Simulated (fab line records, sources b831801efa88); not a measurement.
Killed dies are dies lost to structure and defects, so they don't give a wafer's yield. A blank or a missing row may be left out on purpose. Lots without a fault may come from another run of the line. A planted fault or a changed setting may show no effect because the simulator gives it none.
A struck lot beside a sound one | flow gf180mcu | 15 steps out of a route of 602
Sound: wafers L501.3, L501.4, L501.5. Struck: wafers L507.1, L507.3, L507.6. The cause comes at the end.
At each step with rows: each side's tool, then ch and its chambers, then its first start. Under that, the readings that differ: sound wafers | struck wafers | difference of the means | sigmas: that difference in standard deviations of wafers without a fault.
alike: readings whose means differ by less than 2 such deviations, and words and numbers that are the same on both sides. not compared: withheld readings, readings that some wafer has no value for, bounds like >300 that may hide the same value, and numbers for which the record gives no deviation and whose values overlap.
The two part at a step that has a row with sigmas, a row that says differs or no value, or rows on one side only. Numbers that don't overlap but have no deviation are shown without sigmas and don't part them. A reading that every wafer of one side lacks parts them only if that side has two wafers or more.

first, 5 steps without rows for these wafers: GF_V3_COAT_09 (resist thk 1000 nm); GF_V3_SOFTBAKE_10 (time 60 s); GF_V3_EXPOSE_11 (exposes mask Via3, target cd 260 nm); GF_V3_PEB_12 (peb time 90 s); GF_V3_DEVELOP_13 (develop time 60 s).
GF_V3_CD_MEAS_14: target cd 260 nm.
  sound on cd_sem-02, day 22 11:37; struck on cd_sem-01, day 24 23:07
  alike: cd_nm
GF_V3_OVL_MEAS_15:
  sound on overlay-02, day 22 11:43; struck on overlay-02, day 24 23:14
  alike: V3_OVL
GF_V3_ETCH_16: etches BARC in N2/H2.
  sound on rie_diel-01 ch 1,2, day 22 11:44; struck on rie_diel-01 ch 1,2, day 24 23:16
  alike: drypump_motor_current_A, oes_product_au, throttle_valve_pct
GF_V3_ETCH_17: etches SiO2 in C4F8/O2/Ar, stops on TiN, target depth 635 nm.
  sound on rie_diel-01 ch 1,2; struck on rie_diel-01 ch 1,2
  alike: oes_product_au
GF_V3_STRIP_18: strips in O2/N2.
  sound on plasma_asher-04 ch 0,1, day 22 11:54; struck on plasma_asher-04 ch 0,1, day 24 23:24
  alike: drypump_motor_current_A, heater_power_w, oes_product_au, platen_temp_c
  not compared: rf_hours_counter_h
then, 2 steps without rows for these wafers: GF_V3_STRIP_19 (strips in post etch residue remover, time 1200 s); GF_V3_CLEAN_20 (cleans in DIW).
GF_V3_SPUTTER_21: material Ti, target thk 15 nm, time 83.89 s.
  sound on pvd_sputter-04, day 22 12:26; struck on pvd_sputter-04, day 24 23:59
  reading                               | sound                | struck               | difference | sigmas
  cathode_dc_power_W (W)                | 2500.9 2500.3 2500.6 | 2404.9 2404.0 2404.8 | -96.0      | -99 or more
  model.Ti_of_V3_SPUTTER_21.thk_nm (nm) | 16 16.05 15.66       | 14.98 15.09 14.67    | -0.99      |
  alike: throttle_valve_pct
GF_V3_SPUTTER_22: material TiN, target thk 10 nm, time 40 s.
  sound on pvd_sputter-04, day 22 12:29; struck on pvd_sputter-04, day 25 00:03
  alike: cathode_dc_power_W, throttle_valve_pct
-- the record jumps here: 6 days lie between the struck wafers' starts before and after (it left off in module V3 and takes up again in module PASSIVATION, whose first step shown is number 602 of the route) --
GF_PASSIVATION_PROBE_99:
  the record has rows for the struck wafers here (prober-02, day 31 04:24) and none for the sound ones

WHERE THEY PART
First at GF_V3_SPUTTER_21; last, within this record, at GF_PASSIVATION_PROBE_99.

WHY: what the simulator had put in
Process parameter drift: pvd_sputter-04, from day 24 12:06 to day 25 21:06, at GF_V3_SPUTTER_21. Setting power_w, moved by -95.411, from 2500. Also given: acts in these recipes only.
